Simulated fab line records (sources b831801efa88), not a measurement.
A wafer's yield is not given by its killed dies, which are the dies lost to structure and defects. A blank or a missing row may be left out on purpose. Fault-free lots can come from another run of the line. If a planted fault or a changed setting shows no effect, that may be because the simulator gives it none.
A sampling plan put to the test    flow sky130    each of the 68 faults these records tell of, on one fab line, judged from the records of the lots it struck
What counts as the plan is the set of the line's own looks, namely the steps on the route at which a gauge or an inspection reads a wafer and does not change it. A look is open to judgement when struck wafers have a number at it and the file gives its usual mean and standard deviation on fault-free wafers. Caught: a look later than the fault's first step finds the struck wafers' mean 4 or more of those standard deviations (sigma) from the usual mean. On the tool: the fault's steps, tested the same way using the tool's own readings. Caught also covers a different recipe on the struck wafers, or a record left blank for those wafers only.

THE FAULTS, as the simulator had put them in
1. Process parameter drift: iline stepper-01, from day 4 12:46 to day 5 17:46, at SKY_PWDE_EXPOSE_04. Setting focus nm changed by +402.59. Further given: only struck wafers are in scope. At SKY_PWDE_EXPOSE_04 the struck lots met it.
2. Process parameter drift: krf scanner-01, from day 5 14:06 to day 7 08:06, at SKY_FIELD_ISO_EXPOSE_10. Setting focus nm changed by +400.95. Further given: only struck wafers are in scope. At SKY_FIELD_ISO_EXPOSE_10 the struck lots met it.
3. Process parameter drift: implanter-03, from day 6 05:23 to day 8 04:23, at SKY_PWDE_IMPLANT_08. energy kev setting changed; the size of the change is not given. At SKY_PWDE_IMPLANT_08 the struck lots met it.
4. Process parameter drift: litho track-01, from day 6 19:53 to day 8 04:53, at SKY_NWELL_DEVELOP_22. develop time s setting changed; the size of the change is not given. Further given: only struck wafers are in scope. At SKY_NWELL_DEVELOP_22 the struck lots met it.
5. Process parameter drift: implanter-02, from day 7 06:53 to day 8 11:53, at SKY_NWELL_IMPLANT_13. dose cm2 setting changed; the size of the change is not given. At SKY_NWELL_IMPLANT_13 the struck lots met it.
6. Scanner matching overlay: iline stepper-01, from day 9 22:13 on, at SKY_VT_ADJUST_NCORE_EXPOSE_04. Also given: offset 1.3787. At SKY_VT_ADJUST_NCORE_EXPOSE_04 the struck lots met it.
7. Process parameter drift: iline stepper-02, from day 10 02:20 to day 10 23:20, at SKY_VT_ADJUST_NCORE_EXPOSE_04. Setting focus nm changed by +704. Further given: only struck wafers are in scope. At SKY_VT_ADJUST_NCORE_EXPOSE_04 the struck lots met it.
8. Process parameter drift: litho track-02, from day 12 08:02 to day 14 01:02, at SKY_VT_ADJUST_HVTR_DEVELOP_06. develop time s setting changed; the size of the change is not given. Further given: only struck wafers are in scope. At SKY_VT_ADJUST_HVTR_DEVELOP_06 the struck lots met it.
9. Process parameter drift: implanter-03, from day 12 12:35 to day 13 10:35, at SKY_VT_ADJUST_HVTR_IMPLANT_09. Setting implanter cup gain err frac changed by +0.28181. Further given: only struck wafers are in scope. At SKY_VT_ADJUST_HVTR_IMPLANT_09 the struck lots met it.
10. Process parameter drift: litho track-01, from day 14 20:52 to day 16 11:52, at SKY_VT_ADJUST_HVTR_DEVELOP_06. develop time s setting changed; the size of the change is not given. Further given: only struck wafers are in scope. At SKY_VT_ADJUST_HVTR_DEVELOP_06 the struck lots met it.
11. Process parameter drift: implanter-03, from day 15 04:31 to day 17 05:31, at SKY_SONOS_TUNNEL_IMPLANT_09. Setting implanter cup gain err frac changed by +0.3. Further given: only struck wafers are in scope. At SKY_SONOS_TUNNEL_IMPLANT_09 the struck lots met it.
12. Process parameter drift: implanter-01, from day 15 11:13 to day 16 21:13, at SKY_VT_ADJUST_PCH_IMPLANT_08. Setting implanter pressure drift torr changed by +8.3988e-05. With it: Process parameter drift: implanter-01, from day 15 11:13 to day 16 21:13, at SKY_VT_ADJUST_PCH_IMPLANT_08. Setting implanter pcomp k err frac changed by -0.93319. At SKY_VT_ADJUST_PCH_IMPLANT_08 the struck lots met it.
13. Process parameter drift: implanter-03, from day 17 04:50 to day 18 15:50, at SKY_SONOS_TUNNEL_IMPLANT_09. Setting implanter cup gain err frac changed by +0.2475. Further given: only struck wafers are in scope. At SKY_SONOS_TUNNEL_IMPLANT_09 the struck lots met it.
14. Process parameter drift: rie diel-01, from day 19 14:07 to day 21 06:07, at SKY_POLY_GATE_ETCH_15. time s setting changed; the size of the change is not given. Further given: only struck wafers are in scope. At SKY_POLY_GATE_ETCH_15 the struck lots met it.
15. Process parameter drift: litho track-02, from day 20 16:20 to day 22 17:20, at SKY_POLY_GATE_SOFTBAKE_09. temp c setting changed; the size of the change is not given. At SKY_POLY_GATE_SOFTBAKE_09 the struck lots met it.
16. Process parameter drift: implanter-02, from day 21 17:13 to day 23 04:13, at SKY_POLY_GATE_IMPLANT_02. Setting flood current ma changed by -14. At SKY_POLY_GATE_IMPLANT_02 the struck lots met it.
17. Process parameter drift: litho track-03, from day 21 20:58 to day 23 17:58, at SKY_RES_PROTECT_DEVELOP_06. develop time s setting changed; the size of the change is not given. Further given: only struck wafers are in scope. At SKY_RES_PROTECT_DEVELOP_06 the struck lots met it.
18. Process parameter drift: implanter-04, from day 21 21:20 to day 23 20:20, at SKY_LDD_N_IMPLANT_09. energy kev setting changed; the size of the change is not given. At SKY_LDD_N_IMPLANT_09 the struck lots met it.
19. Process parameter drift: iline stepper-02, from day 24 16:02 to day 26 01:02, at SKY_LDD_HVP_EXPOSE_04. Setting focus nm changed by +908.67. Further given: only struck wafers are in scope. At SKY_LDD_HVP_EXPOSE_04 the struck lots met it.
20. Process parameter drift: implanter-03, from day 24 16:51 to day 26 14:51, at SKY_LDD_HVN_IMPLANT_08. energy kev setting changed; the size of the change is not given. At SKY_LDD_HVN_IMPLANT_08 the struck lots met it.
21. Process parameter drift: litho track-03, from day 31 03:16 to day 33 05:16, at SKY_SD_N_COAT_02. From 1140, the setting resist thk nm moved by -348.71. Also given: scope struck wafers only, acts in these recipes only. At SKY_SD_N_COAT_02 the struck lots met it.
22. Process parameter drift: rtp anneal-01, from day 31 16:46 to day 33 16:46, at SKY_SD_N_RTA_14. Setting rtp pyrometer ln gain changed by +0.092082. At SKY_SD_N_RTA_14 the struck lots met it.
23. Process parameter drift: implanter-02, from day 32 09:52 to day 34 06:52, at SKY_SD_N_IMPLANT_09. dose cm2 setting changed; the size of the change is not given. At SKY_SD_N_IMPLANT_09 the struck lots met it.
24. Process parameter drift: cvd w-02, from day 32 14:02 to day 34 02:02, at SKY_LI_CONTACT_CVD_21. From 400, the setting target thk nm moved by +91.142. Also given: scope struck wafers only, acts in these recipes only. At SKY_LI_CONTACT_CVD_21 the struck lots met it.
25. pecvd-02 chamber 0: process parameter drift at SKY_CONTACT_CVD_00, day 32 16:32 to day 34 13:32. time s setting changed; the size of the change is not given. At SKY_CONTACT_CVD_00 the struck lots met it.
26. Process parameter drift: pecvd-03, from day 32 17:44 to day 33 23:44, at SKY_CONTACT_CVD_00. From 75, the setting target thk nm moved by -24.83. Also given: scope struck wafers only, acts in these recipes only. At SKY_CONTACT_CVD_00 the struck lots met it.
27. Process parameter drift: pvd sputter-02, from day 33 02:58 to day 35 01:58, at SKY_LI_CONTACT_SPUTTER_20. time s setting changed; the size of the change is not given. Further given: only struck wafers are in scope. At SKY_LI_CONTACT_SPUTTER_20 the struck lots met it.
28. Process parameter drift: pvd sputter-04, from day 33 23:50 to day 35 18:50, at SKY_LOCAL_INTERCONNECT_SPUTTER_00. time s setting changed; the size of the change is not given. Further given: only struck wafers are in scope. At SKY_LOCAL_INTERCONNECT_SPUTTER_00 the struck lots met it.
29. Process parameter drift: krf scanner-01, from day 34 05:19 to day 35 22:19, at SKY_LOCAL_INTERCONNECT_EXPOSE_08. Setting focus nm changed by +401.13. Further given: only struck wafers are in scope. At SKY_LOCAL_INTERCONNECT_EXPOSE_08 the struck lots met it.
30. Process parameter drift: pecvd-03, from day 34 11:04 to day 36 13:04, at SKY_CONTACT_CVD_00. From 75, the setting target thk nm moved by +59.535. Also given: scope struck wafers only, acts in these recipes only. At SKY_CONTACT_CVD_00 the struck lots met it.
31. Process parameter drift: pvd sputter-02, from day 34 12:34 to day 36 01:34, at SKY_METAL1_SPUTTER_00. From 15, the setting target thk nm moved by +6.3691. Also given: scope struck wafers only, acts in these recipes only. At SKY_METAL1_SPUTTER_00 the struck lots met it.
32. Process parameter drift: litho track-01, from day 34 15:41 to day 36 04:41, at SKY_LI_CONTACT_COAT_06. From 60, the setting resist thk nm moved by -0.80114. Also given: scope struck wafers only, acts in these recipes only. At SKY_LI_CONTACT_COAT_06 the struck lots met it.
33. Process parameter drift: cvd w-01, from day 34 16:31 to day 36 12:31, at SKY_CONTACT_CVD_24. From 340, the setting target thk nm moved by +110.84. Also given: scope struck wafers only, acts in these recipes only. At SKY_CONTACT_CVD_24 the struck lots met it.
34. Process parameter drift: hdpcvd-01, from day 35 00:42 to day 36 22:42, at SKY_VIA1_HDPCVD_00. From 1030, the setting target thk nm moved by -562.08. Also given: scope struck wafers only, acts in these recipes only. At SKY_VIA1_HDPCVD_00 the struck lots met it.
35. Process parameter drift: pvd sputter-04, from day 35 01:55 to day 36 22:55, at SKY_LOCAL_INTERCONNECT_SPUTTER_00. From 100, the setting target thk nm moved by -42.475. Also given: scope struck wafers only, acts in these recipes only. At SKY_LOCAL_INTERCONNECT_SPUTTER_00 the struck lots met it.
36. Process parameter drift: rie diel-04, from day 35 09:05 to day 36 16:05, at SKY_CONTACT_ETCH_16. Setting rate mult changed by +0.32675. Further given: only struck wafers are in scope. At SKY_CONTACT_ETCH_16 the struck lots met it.
37. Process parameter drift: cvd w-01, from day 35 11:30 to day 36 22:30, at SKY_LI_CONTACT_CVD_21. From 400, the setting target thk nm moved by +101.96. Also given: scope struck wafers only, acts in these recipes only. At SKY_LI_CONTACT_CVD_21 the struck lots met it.
38. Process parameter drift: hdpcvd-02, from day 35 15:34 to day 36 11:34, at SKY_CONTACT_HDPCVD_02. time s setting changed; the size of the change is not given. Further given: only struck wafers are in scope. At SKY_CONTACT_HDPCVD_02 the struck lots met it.
39. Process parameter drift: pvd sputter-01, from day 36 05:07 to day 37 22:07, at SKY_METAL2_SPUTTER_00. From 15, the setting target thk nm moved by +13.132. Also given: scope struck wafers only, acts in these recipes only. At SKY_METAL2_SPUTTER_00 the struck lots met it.
40. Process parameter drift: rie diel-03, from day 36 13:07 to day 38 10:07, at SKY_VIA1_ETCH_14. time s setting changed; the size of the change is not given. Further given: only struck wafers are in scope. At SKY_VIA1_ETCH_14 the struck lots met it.
41. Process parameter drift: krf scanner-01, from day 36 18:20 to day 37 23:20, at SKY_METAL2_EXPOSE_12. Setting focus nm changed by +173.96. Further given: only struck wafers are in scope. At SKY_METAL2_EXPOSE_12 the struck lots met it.
42. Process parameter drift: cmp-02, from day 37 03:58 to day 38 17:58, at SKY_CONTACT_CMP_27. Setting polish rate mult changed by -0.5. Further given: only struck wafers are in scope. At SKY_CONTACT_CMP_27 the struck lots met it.
43. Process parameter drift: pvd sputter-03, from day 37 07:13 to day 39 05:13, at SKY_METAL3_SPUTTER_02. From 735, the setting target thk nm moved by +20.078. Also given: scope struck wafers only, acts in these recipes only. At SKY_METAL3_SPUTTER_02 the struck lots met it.
44. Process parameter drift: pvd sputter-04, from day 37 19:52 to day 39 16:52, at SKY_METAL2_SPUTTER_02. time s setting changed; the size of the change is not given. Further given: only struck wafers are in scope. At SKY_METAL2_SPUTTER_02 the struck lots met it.
45. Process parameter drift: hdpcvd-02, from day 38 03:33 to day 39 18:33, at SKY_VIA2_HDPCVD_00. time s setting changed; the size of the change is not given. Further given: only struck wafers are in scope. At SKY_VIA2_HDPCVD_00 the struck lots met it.
46. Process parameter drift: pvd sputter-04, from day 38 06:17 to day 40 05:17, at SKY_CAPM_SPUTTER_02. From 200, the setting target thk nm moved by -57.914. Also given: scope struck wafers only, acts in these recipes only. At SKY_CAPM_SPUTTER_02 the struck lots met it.
47. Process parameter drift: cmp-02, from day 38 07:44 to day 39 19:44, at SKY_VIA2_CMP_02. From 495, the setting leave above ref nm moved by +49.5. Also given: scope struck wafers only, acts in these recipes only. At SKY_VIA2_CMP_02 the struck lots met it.
48. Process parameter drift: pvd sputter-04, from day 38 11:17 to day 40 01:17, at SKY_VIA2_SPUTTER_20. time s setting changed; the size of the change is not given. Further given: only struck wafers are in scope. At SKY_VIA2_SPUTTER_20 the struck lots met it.
49. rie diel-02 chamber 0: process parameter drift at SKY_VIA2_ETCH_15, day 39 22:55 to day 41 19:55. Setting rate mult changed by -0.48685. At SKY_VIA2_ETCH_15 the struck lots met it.
50. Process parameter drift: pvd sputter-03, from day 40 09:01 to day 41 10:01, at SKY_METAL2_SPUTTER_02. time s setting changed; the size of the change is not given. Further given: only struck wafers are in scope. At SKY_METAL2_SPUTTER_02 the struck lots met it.
51. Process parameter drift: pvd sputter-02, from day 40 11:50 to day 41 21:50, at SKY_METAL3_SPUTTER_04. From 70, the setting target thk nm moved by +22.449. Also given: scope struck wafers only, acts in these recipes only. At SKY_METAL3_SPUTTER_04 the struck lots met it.
52. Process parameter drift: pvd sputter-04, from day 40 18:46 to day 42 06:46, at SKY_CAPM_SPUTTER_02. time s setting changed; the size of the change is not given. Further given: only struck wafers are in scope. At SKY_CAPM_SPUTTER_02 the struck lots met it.
53. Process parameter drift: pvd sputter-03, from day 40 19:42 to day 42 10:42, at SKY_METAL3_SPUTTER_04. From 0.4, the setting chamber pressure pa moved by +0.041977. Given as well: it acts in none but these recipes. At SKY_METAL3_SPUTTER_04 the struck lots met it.
54. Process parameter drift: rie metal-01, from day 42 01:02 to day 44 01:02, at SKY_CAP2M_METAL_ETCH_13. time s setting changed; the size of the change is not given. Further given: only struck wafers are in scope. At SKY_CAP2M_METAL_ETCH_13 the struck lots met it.
55. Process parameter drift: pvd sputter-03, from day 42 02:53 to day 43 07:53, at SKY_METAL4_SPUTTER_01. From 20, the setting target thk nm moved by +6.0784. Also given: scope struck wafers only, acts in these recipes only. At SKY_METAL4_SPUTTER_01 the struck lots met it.
56. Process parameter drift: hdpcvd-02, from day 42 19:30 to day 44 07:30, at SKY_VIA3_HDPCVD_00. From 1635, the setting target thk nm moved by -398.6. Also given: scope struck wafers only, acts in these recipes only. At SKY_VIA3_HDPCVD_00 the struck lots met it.
57. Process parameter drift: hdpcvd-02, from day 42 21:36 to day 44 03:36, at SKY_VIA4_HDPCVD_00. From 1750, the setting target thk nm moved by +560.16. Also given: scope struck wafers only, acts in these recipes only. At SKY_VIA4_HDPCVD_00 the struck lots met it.
58. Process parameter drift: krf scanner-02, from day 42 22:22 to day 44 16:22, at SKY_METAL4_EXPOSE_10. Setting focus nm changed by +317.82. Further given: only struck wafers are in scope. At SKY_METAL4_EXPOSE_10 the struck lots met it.
59. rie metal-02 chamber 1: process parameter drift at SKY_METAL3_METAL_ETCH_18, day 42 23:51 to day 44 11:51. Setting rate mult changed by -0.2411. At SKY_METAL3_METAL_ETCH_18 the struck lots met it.
60. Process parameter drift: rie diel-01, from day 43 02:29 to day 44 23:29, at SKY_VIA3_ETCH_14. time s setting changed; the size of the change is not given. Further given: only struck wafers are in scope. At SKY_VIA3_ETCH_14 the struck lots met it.
61. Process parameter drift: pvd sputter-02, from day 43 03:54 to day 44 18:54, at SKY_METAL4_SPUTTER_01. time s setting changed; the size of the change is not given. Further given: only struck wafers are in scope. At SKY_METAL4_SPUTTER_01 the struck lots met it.
62. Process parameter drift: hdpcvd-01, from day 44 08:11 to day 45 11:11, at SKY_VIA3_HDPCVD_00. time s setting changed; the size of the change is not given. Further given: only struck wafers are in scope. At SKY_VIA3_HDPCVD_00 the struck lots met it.
63. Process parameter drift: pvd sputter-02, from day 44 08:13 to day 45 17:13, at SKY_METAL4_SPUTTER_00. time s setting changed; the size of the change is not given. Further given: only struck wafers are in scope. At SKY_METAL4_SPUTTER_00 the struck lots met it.
64. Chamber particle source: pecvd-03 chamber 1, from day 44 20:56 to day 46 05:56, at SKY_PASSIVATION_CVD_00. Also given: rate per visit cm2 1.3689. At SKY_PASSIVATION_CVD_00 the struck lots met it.
65. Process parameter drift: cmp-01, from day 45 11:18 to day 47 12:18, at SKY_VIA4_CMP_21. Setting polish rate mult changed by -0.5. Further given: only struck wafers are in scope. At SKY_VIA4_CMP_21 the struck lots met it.
66. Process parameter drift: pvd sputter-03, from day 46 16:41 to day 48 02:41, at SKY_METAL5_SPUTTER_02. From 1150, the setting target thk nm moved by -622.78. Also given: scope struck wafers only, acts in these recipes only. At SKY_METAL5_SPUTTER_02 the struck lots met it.
67. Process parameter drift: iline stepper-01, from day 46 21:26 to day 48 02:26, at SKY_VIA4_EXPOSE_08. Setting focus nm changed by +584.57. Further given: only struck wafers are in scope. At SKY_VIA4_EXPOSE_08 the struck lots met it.
68. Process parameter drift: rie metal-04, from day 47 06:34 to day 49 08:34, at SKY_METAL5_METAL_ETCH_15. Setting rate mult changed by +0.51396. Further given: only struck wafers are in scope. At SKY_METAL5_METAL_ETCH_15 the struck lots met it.

WHAT THE PLAN SAW
fault  on the tool itself                             first look that catches it                       reading, sigma                                            median hours from its first step to that look  hours from the fault's start to the first struck lot there  judged looks passed uncaught
1      no reading that can be judged                  none of the 5 looks that can be judged after it  -                                                         -                                              -                                                           5
2      no reading that can be judged                  SKY_FIELD_ISO_CD_MEAS_13                         cd nm -34                                                 8.8                                            17                                                          0
3      beam energy keV +99 or beyond sigma            not the one look that can be judged after it     strongest: PWDE_RS at SKY_NWELL_RS_MEAS_31, -3.6          -                                              -                                                           1
4      under 2 sigma                                  none of the 8 looks that can be judged after it  -                                                         -                                              -                                                           8
5      dose ions cm2 -99 or beyond sigma              SKY_NWELL_RS_MEAS_29                             NWELL_RS +11                                              21.2                                           29                                                          0
6      no reading that can be judged                  no look after it can be judged                   -                                                         -                                              -                                                           0
7      no reading that can be judged                  not the one look that can be judged after it     strongest: cd nm at SKY_VT_ADJUST_NCORE_CD_MEAS_07, -3.8  -                                              -                                                           1
8      no reading that can be judged                  SKY_VT_ADJUST_HVTR_CD_MEAS_07                    cd nm -6.9                                                0.1                                            3                                                           0
9      faraday current uA +15 sigma                   SKY_VT_ADJUST_HVTR_TW_MEAS_11                    VT_ADJUST_HVTR_TW -8.8                                    0.2                                            7                                                           0
10     under 2 sigma                                  SKY_VT_ADJUST_HVTR_CD_MEAS_07                    cd nm +8.3                                                0.1                                            10                                                          0
11     faraday current uA +14 sigma                   SKY_SONOS_TUNNEL_TW_MEAS_12                      SONOS_TUNNEL_TW -12                                       0.4                                            5                                                           0
12     end station pressure torr +99 or beyond sigma  SKY_VT_ADJUST_PCH_TW_MEAS_10                     VT_ADJUST_PCH_TW +6.1                                     0.2                                            15                                                          0
13     faraday current uA +12 sigma                   SKY_SONOS_TUNNEL_TW_MEAS_12                      SONOS_TUNNEL_TW -11                                       0.4                                            2                                                           0
14     run length s +54 sigma                         none of the 2 looks that can be judged after it  -                                                         -                                              -                                                           2
15     plate temp C -32 sigma                         none of the 2 looks that can be judged after it  -                                                         -                                              -                                                           2
16     under 2 sigma                                  none of the 6 looks that can be judged after it  -                                                         -                                              -                                                           6
17     under 2 sigma                                  SKY_RES_PROTECT_TW_MEAS_08                       POLY_GATE_TW -99 or beyond                                0.4                                            7                                                           0
18     beam energy keV -99 or beyond sigma            no look after it can be judged                   -                                                         -                                              -                                                           0
19     no reading that can be judged                  no look after it can be judged                   -                                                         -                                              -                                                           0
20     beam energy keV +94 sigma                      no look after it can be judged                   -                                                         -                                              -                                                           0
21     under 2 sigma                                  SKY_SD_N_CD_MEAS_07                              cd nm +14                                                 14.4                                           22                                                          0
22     lamp power pct -8.9 sigma                      SKY_SD_N_RS_MEAS_16                              SD_N_RS +15                                               0.2                                            7                                                           0
23     dose ions cm2 -99 or beyond sigma              SKY_SD_N_TW_MEAS_12                              SD_N_TW -16                                               0.4                                            9                                                           0
24     under 2 sigma                                  SKY_LI_CONTACT_RS_MEAS_22                        LI_CONTACT_W_RS -14                                       0.1                                            1                                                           0
25     under 2 sigma                                  SKY_CONTACT_THK_MEAS_01                          CONTACT_CVD_00_THK -30                                    0.0                                            5                                                           0
26     under 2 sigma                                  SKY_CONTACT_THK_MEAS_01                          CONTACT_CVD_00_THK -29                                    0.0                                            7                                                           0
27     under 2 sigma                                  no look after it can be judged                   -                                                         -                                              -                                                           0
28     under 2 sigma                                  SKY_LOCAL_INTERCONNECT_RS_MEAS_01                LOCAL_INTERCONNECT_TIN_RS -5.7                            0.1                                            19                                                          0
29     no reading that can be judged                  SKY_LOCAL_INTERCONNECT_CD_MEAS_11                cd nm -66                                                 13.3                                           21                                                          0
30     under 2 sigma                                  SKY_CONTACT_THK_MEAS_01                          CONTACT_CVD_00_THK +72                                    0.0                                            35                                                          0
31     under 2 sigma                                  no look after it can be judged                   -                                                         -                                              -                                                           0
32     no reading that can be judged                  none of the 2 looks that can be judged after it  -                                                         -                                              -                                                           2
33     under 2 sigma                                  SKY_CONTACT_RS_MEAS_25                           CONTACT_W_RS -19                                          0.1                                            5                                                           0
34     under 2 sigma                                  SKY_VIA1_THK_MEAS_01                             VIA1_HDPCVD_THK -62                                       0.1                                            6                                                           0
35     under 2 sigma                                  SKY_LOCAL_INTERCONNECT_RS_MEAS_01                LOCAL_INTERCONNECT_TIN_RS +81                             0.1                                            2                                                           0
36     under 2 sigma                                  no look after it can be judged                   -                                                         -                                              -                                                           0
37     under 2 sigma                                  SKY_LI_CONTACT_RS_MEAS_22                        LI_CONTACT_W_RS -18                                       0.1                                            2                                                           0
38     run length s -21 sigma                         SKY_CONTACT_THK_MEAS_03                          CONTACT_HDPCVD_THK -20                                    0.1                                            12                                                          0
39     under 2 sigma                                  none of the 4 looks that can be judged after it  -                                                         -                                              -                                                           4
40     oes product au +20 sigma                       no look after it can be judged                   -                                                         -                                              -                                                           0
41     no reading that can be judged                  SKY_METAL2_CD_MEAS_15                            cd nm -13                                                 12.2                                           19                                                          0
42     overpolish run s -99 or beyond sigma           no look after it can be judged                   -                                                         -                                              -                                                           0
43     under 2 sigma                                  none of the 5 looks that can be judged after it  -                                                         -                                              -                                                           5
44     under 2 sigma                                  SKY_METAL2_RS_MEAS_05                            METAL2_ALCU_RS +6.6                                       0.1                                            3                                                           0
45     run length s -23 sigma                         SKY_VIA2_THK_MEAS_01                             VIA2_HDPCVD_THK -8.4                                      0.1                                            5                                                           0
46     under 2 sigma                                  SKY_CAPM_RS_MEAS_03                              CAPM_TIN_RS +32                                           0.1                                            30                                                          0
47     under 2 sigma                                  not the one look that can be judged after it     -                                                         -                                              -                                                           1
48     under 2 sigma                                  no look after it can be judged                   -                                                         -                                              -                                                           0
49     oes product au -53 sigma                       no look after it can be judged                   -                                                         -                                              -                                                           0
50     under 2 sigma                                  SKY_METAL2_RS_MEAS_05                            METAL2_ALCU_RS +5.3                                       0.1                                            4                                                           0
51     under 2 sigma                                  no look after it can be judged                   -                                                         -                                              -                                                           0
52     under 2 sigma                                  none of the 2 looks that can be judged after it  strongest: CAPM_TIN_RS at SKY_CAPM_RS_MEAS_03, -2.8       -                                              -                                                           2
53     chamber pressure pa +47 sigma                  no look after it can be judged                   -                                                         -                                              -                                                           0
54     run length s -48 sigma                         no look after it can be judged                   -                                                         -                                              -                                                           0
55     under 2 sigma                                  no look after it can be judged                   -                                                         -                                              -                                                           0
56     no reading that can be judged                  SKY_VIA3_THK_MEAS_01                             VIA3_HDPCVD_THK -26                                       0.2                                            14                                                          0
57     no reading that can be judged                  SKY_VIA4_THK_MEAS_01                             VIA4_HDPCVD_THK +28                                       0.2                                            3                                                           0
58     no reading that can be judged                  SKY_METAL4_CD_MEAS_13                            cd nm -32                                                 10.7                                           11                                                          0
59     under 2 sigma                                  no look after it can be judged                   -                                                         -                                              -                                                           0
60     oes product au +32 sigma                       no look after it can be judged                   -                                                         -                                              -                                                           0
61     under 2 sigma                                  no look after it can be judged                   -                                                         -                                              -                                                           0
62     run length s -49 sigma                         SKY_VIA3_THK_MEAS_01                             VIA3_HDPCVD_THK -14                                       0.2                                            7                                                           0
63     under 2 sigma                                  no look after it can be judged                   -                                                         -                                              -                                                           0
64     under 2 sigma                                  no look after it can be judged                   -                                                         -                                              -                                                           0
65     overpolish run s -99 or beyond sigma           no look after it can be judged                   -                                                         -                                              -                                                           0
66     under 2 sigma                                  SKY_METAL5_RS_MEAS_05                            METAL5_ALCU_RS +99 or beyond                              0.1                                            13                                                          0
67     no reading that can be judged                  not the one look that can be judged after it     -                                                         -                                              -                                                           1
68     under 2 sigma                                  no look after it can be judged                   -                                                         -                                              -                                                           0
Dash: fault not caught, or number not given in these records.

Caught at a look: 33 of 68. Caught on the tool: 22 of 68. By one or the other: 45 of 68.
On the tool alone, faults 3, 14, 15, 18, 20, 40, 42, 49, 53, 54, 60, 65 were caught.
Caught at a look alone: faults 2, 8, 10, 17, 21, 24, 25, 26, 28, 29, 30, 33, 34, 35, 37, 41, 44, 46, 50, 56, 57, 58, 66.
Caught by neither: faults 1, 4, 6, 7, 16, 19, 27, 31, 32, 36, 39, 43, 47, 48, 51, 52, 55, 59, 61, 63, 64, 67, 68.

THINNER SAMPLING
In the worst case, this is how late the first struck lot would be measured if the look that catches a fault measured only every second or every third lot, by lot number:
fault  struck lots at that look, in order of time  every lot  every second lot  every third lot
2      L836                                        17 h       may miss it       may miss it
5      L276, L277                                  29 h       36 h              may miss all 2
8      L256, L260                                  3 h        may miss all 2    may miss all 2
9      L132, L133, L134                            7 h        15 h              20 h
10     L709                                        10 h       may miss it       may miss it
11     L556, L557, L559                            5 h        9 h               may miss all 3
12     L898, L899                                  15 h       17 h              may miss all 2
13     L212, L216, L217                            2 h        30 h              30 h
17     L449, L451, L452                            7 h        37 h              may miss all 3
21     L858, L859, L861                            22 h       39 h              may miss all 3
22     L831, L833                                  7 h        may miss all 2    may miss all 2
23     L519, L522, L524                            9 h        37 h              may miss all 3
24     L458, L459, L460                            1 h        10 h              14 h
25     L146, L151                                  5 h        40 h              may miss all 2
26     L955, L957                                  7 h        may miss all 2    may miss all 2
28     L207, L208, L209                            19 h       25 h              28 h
29     L614, L615                                  21 h       39 h              may miss all 2
30     L224, L227                                  35 h       48 h              may miss all 2
33     L284, L289                                  5 h        39 h              may miss all 2
34     L246, L250                                  6 h        may miss all 2    may miss all 2
35     L150, L152                                  2 h        may miss all 2    may miss all 2
37     L307, L308                                  2 h        15 h              may miss all 2
38     L146, L147, L148                            12 h       15 h              20 h
41     L226, L227, L228                            19 h       27 h              35 h
44     L371, L373                                  3 h        may miss all 2    may miss all 2
45     L393, L396                                  5 h        21 h              may miss all 2
46     L788, L790                                  30 h       may miss all 2    may miss all 2
50     L117, L118, L119                            4 h        12 h              17 h
56     L707, L709, L711                            14 h       may miss all 3    31 h
57     L861, L863                                  3 h        may miss all 2    may miss all 2
58     L162, L166                                  11 h       may miss all 2    may miss all 2
62     L812                                        7 h        may miss it       may miss it
66     L912, L913, L915                            13 h       20 h              may miss all 3
The hour figures run from when the fault began to the first measured lot among those it struck. The test against the limit of 4 sigma pooled every struck wafer, which means one lot taken alone may stay below that limit. Other struck lots may not be in these records.

THE LONGEST TIMED WAY FROM STEP TO LOOK
Fault 5: median gap of 21.2 hours between SKY_NWELL_IMPLANT_13 and SKY_NWELL_RS_MEAS_29. No look between them can be judged.
